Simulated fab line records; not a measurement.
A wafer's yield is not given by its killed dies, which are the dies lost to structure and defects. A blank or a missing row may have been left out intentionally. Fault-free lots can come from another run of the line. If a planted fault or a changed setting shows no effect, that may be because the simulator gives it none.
Problem report, 8D (eight disciplines) form, completed by code :: flow sky130 :: the parts of the form that need people (team, actions taken, sign-off) are left out

== 1. PROBLEM STATEMENT ==
Mean LDD_P_TW at SKY_LDD_P_TW_MEAS_11: 594 over 6 wafers in 2 lots; fault-free wafers: 636, standard deviation 4.5. That is -9.3 standard deviations from the usual mean.
Earliest sighting: wafer L988.1 on filmMetro-01 at day 21 03:28. At this step, 36 wafers from 12 lots have a number in the record. The rule behind "out" and "out of limits": a value lying over 4 standard deviations away from the usual mean. All remaining wafers that have a number are taken as sound.

== 2. WHAT THIS IS AND IS NOT ==
question: which readings at this step
is: LDD_P_TW
is not: -

question: which lots
is: L988, L989
is not: L101, L102, L103, L105, L982, L983, L985, L986, L998, L999

question: which wafers of those lots
is: all that have a number
is not: -

question: read on which gauges
is: filmMetro-01
is not: filmMetro-03, filmMetro-04

question: when
is: from day 21 03:28
is not: up to then (12 sound wafers); but 18 sound wafers of L101, L102, L103, L105, L998, L999 came after

== 3. SUSPECTS, AND WHAT RULES EACH OUT ==
Counting: a tool at a process step up to the reading stays a suspect if it ran every lot that is out and no sound lot after the first of them.
- the gauge at SKY_LDD_P_TW_MEAS_11 is ruled out. All the wafers that are out were read on filmMetro-01, but those of them that SKY_LDD_P_IMPLANT_09 has rows for are out there too, on other tools.
- implanter-02 at SKY_LDD_P_IMPLANT_09: ruled out as a lasting fault. After its first lot that is out, L988 (day 21 03:13), sound lots L101, L102, L105 ran on it.
Left after counting: nothing in the record.

== 4. THE CAUSE (what the simulator had put in) ==
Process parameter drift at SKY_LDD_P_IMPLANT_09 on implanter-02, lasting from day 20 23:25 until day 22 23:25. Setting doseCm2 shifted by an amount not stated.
The count ruled it out by mistake, since the rule takes a fault to strike every lot its tool runs from the start of the fault on, and this one did not do so.

== 5. SEQUENCE OF EFFECTS, ordered by route ==
Each row: a reading where the mean over the struck wafers with a number is more than 3 standard deviations away from the usual. Readings are gone through only where the record gives a usual standard deviation; hours: the median, over the lots, of the time from a lot's start at the first step in this table giving one to that lot's start at this step; sigmas: the change measured in usual standard deviations.
hours: 0
step: SKY_LDD_P_IMPLANT_09
reading: doseIonsCm2
usual: 9.999e+12
on struck wafers: 7.926e+12
change: -2.073e+12
sigmas: -99 or more

hours: 0
step: SKY_LDD_P_IMPLANT_09
reading: faradayCurrentUA
usual: 56.4
on struck wafers: 45.0
change: -11.4
sigmas: -10

hours: 0
step: SKY_LDD_P_TW_MEAS_11
reading: LDD_P_TW
usual: 636
on struck wafers: 594
change: -42
sigmas: -9.3
It contains these process steps:
- SKY_LDD_P_IMPLANT_09

== 6. WHAT WOULD HAVE CAUGHT IT SOONER ==
Counted from the fault's start at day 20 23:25, it took 4 hours until the first out-of-limits reading at a measuring or inspecting step in this record, taken at day 21 03:28.
At SKY_LDD_P_IMPLANT_09, the tool's own readings (doseIonsCm2, faradayCurrentUA) were out on each struck wafer the step has a row for, so an alarm limit on them would have fired on the first such wafer.
